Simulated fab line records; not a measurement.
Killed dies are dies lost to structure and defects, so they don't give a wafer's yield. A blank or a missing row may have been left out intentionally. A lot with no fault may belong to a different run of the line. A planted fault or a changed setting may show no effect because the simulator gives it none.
Which of the tools did it? + flow sky130 + 12 lots, 36 wafers sampled, at 5 steps of a route of 708

## WHAT THE GAUGES SHOWED, per wafer
SKY_VT_ADJUST_NCORE_TW_MEAS_11. Usual: for VT_ADJUST_NCORE_TW the level is 220.0 and the standard deviation is 1.2.
| lot  | measured     | on            | VT_ADJUST_NCORE_TW | flag |
|------|--------------|---------------|--------------------|------|
| L111 | day 8 11:17  | film_metro-04 | 219.4 221.1 219.4  |      |
| L112 | day 8 22:43  | film_metro-03 | 217.8 218.9 218.1  |      |
| L113 | day 9 00:04  | film_metro-02 | 219.8 220.9 221.3  |      |
| L114 | day 9 06:40  | film_metro-04 | 220.9 221.5 220.3  |      |
| L115 | day 9 16:50  | film_metro-02 | 220.8 220.9 222.2  |      |
| L116 | day 10 06:52 | film_metro-04 | 221.0 219.8 220.5  |      |
| L117 | day 10 20:11 | film_metro-02 | 219.2 220.6 220.5  |      |
| L123 | day 12 07:07 | film_metro-04 | 220.2 221.8 221.6  |      |
| L126 | day 12 22:58 | film_metro-04 | 220.9 221.6 222.7  |      |
| L127 | day 13 01:37 | film_metro-03 | 225.3 226.8 224.8  | OFF  |
| L128 | day 13 17:22 | film_metro-04 | 226.0 224.9 225.3  | OFF  |
| L134 | day 15 15:10 | film_metro-02 | 218.3 217.8 218.2  |      |

SKY_VIA2_THK_MEAS_23: measures by xrf. Usual: for VIA2_W_THK the level is 442 nm and the standard deviation is 6.3.
| lot  | measured     | on            | VIA2_W_THK (nm) | flag |
|------|--------------|---------------|-----------------|------|
| L111 | day 36 02:46 | film_metro-03 | 428 434 428     |      |
| L112 | day 36 14:26 | film_metro-03 | 438 434 437     |      |
| L113 | day 36 22:01 | film_metro-02 | 446 449 449     |      |
| L114 | day 37 00:42 | film_metro-03 | 425 433 430     |      |
| L115 | day 37 17:34 | film_metro-03 | 440 442 439     |      |
| L116 | day 38 07:34 | film_metro-03 | 434 438 434     |      |
| L117 | day 38 18:47 | film_metro-02 | 436 442 442     |      |
| L123 | day 40 16:43 | film_metro-02 | 447 448 450     |      |
| L126 | day 40 22:32 | film_metro-04 | 441 443 440     |      |
| L127 | day 41 01:46 | film_metro-02 | 449 447 442     |      |
| L128 | day 41 14:31 | film_metro-02 | 442 434 443     |      |
| L134 | day 43 03:34 | film_metro-04 | 444 445 446     |      |

## EACH LOT AND THE TOOL THAT RAN IT (in order: tool; ch and the chambers of the sampled wafers; start)
| lot  | SKY_VT_ADJUST_NCORE_IMPLANT_09  | SKY_METAL2_SPUTTER_00        | SKY_METAL2_SPUTTER_02        |
|------|---------------------------------|------------------------------|------------------------------|
| L111 | implanter-01 ch 0, day 8 11:02  | pvd_sputter-02, day 33 19:10 | pvd_sputter-02, day 33 19:13 |
| L112 | implanter-01 ch 0, day 8 22:28  | pvd_sputter-02, day 34 05:31 | pvd_sputter-02, day 34 05:34 |
| L113 | implanter-01 ch 0, day 8 23:49  | pvd_sputter-04, day 34 15:55 | pvd_sputter-04, day 34 15:59 |
| L114 | implanter-03 ch 0, day 9 06:25  | pvd_sputter-01, day 34 17:40 | pvd_sputter-01, day 34 17:43 |
| L115 | implanter-01 ch 0, day 9 16:37  | pvd_sputter-01, day 35 10:06 | pvd_sputter-01, day 35 10:09 |
| L116 | implanter-02 ch 0, day 10 06:37 | pvd_sputter-02, day 36 00:59 | pvd_sputter-02, day 36 01:02 |
| L117 | implanter-02 ch 0, day 10 19:56 | pvd_sputter-01, day 36 12:38 | pvd_sputter-01, day 36 12:41 |
| L123 | implanter-03 ch 0, day 12 06:52 | pvd_sputter-02, day 38 12:31 | pvd_sputter-02, day 38 12:34 |
| L126 | implanter-02 ch 0, day 12 22:43 | pvd_sputter-02, day 38 17:45 | pvd_sputter-02, day 38 17:48 |
| L127 | implanter-03 ch 0, day 13 01:22 | pvd_sputter-01, day 38 22:14 | pvd_sputter-01, day 38 22:17 |
| L128 | implanter-03 ch 0, day 13 17:08 | pvd_sputter-04, day 39 11:50 | pvd_sputter-04, day 39 11:53 |
| L134 | implanter-02 ch 0, day 15 14:56 | pvd_sputter-02, day 41 01:55 | pvd_sputter-02, day 41 01:58 |
- SKY_VT_ADJUST_NCORE_IMPLANT_09
- SKY_METAL2_SPUTTER_00: material Ti, target thk 15 nm, time 10 s.
- SKY_METAL2_SPUTTER_02: material AlCu, target thk 250 nm, time 13.3 s.

## WHAT THE TOOLS THEMSELVES READ (means of the sampled wafers that have a number; where no wafer has one, the mark that the record gives instead)
SKY_VT_ADJUST_NCORE_IMPLANT_09. Usual: dose_ions_cm2 2.3997e+12, standard deviation 2.6e+09; faraday_current_uA 13.54, standard deviation 0.25.
| lot  | tool         | dose_ions_cm2 | faraday_current_uA | flag |
|------|--------------|---------------|--------------------|------|
| L111 | implanter-01 | 2.3981e+12    | 13.77              |      |
| L112 | implanter-01 | 2.4043e+12    | 13.53              |      |
| L113 | implanter-01 | 2.3986e+12    | 13.51              |      |
| L114 | implanter-03 | 2.4023e+12    | 13.49              |      |
| L115 | implanter-01 | 2.3999e+12    | 13.49              |      |
| L116 | implanter-02 | 2.3995e+12    | 13.46              |      |
| L117 | implanter-02 | 2.3972e+12    | 13.51              |      |
| L123 | implanter-03 | 2.4008e+12    | 13.40              |      |
| L126 | implanter-02 | 2.4000e+12    | 13.05              |      |
| L127 | implanter-03 | 2.6936e+12    | 15.15              | OFF  |
| L128 | implanter-03 | 2.6931e+12    | 15.17              | OFF  |
| L134 | implanter-02 | 2.4000e+12    | 13.53              |      |

SKY_METAL2_SPUTTER_00. Usual: chamber_pressure_pa 0.4000 Pa, standard deviation 0.00083; throttle_valve_pct 30.4 %, standard deviation 0.92.
| lot  | tool           | chamber_pressure_pa (Pa) | throttle_valve_pct (%) | flag |
|------|----------------|--------------------------|------------------------|------|
| L111 | pvd_sputter-02 | 0.3995                   | 30.9                   |      |
| L112 | pvd_sputter-02 | 0.3996                   | 31.1                   |      |
| L113 | pvd_sputter-04 | 0.3999                   | 30.1                   |      |
| L114 | pvd_sputter-01 | 0.4001                   | 30.7                   |      |
| L115 | pvd_sputter-01 | 0.4000                   | 29.7                   |      |
| L116 | pvd_sputter-02 | 0.3999                   | 30.7                   |      |
| L117 | pvd_sputter-01 | 0.3994                   | 30.6                   |      |
| L123 | pvd_sputter-02 | 0.3992                   | 30.1                   |      |
| L126 | pvd_sputter-02 | 0.3990                   | 30.1                   |      |
| L127 | pvd_sputter-01 | 0.4001                   | 31.0                   |      |
| L128 | pvd_sputter-04 | 0.4003                   | 30.0                   |      |
| L134 | pvd_sputter-02 | 0.4004                   | 30.7                   |      |

SKY_METAL2_SPUTTER_02. Usual: chamber_pressure_pa 0.4000 Pa, standard deviation 0.00083; throttle_valve_pct 30.4 %, standard deviation 0.91.
| lot  | tool           | chamber_pressure_pa (Pa) | throttle_valve_pct (%) | flag |
|------|----------------|--------------------------|------------------------|------|
| L111 | pvd_sputter-02 | 0.3999                   | 31.1                   |      |
| L112 | pvd_sputter-02 | 0.3995                   | 31.0                   |      |
| L113 | pvd_sputter-04 | 0.3995                   | 30.0                   |      |
| L114 | pvd_sputter-01 | 0.4005                   | 30.6                   |      |
| L115 | pvd_sputter-01 | 0.3982                   | 29.6                   |      |
| L116 | pvd_sputter-02 | 0.4002                   | 30.8                   |      |
| L117 | pvd_sputter-01 | 0.3995                   | 30.7                   |      |
| L123 | pvd_sputter-02 | 0.3998                   | 30.2                   |      |
| L126 | pvd_sputter-02 | 0.4005                   | 30.4                   |      |
| L127 | pvd_sputter-01 | 0.4001                   | 31.1                   |      |
| L128 | pvd_sputter-04 | 0.3999                   | 29.9                   |      |
| L134 | pvd_sputter-02 | 0.4000                   | 30.8                   |      |

## THE ANSWER, worked out from the rows above alone
Rule: lot off if the mean of its wafers having a number is beyond 3 standard deviations from the usual mean. Also off: a lot with no number at a reading for which 4 or more lots have one. Where the step has rows for the other lots, those lots are counted as sound. The gauges are gone through in route order, then the tools' own readings, and for those a lot's mean is taken as printed above. The first step at which some lot is off is used, and at that step the reading that is off furthest; a lot without a number counts as furthest.
Off: L127, L128, seen at SKY_VT_ADJUST_NCORE_TW_MEAS_11 (VT_ADJUST_NCORE_TW).
If a tool, at a process step before that reading, ran all the lots that are off and no sound lot after the first of them, it fits. Not tried: the gauges at SKY_VT_ADJUST_NCORE_TW_MEAS_11; whatever is off there is also off at SKY_VT_ADJUST_NCORE_IMPLANT_09, on other tools, and gauge error can't account for it. One fits: implanter-03 at SKY_VT_ADJUST_NCORE_IMPLANT_09. A fault onset in the window from L123 (day 12 06:52, its last sound lot) to L127 (day 13 01:22, its first lot off) fits.
The tool's own readings at SKY_VT_ADJUST_NCORE_IMPLANT_09 bear it out: on the lots that are off they differ by more than 5 times the standard deviation of the sound lots' means. dose_ions_cm2 reads 2.6934e+12 there against 2.4001e+12 on the sound lots; faraday_current_uA reads 15.16 there against 13.47 on the sound lots.

## WHAT HAD BEEN PUT IN BY THE SIMULATOR
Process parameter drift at SKY_VT_ADJUST_NCORE_IMPLANT_09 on implanter-03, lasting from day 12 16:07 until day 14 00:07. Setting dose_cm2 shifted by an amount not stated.
Lots struck among those shown: L127, L128. This agrees with what the rule above found.
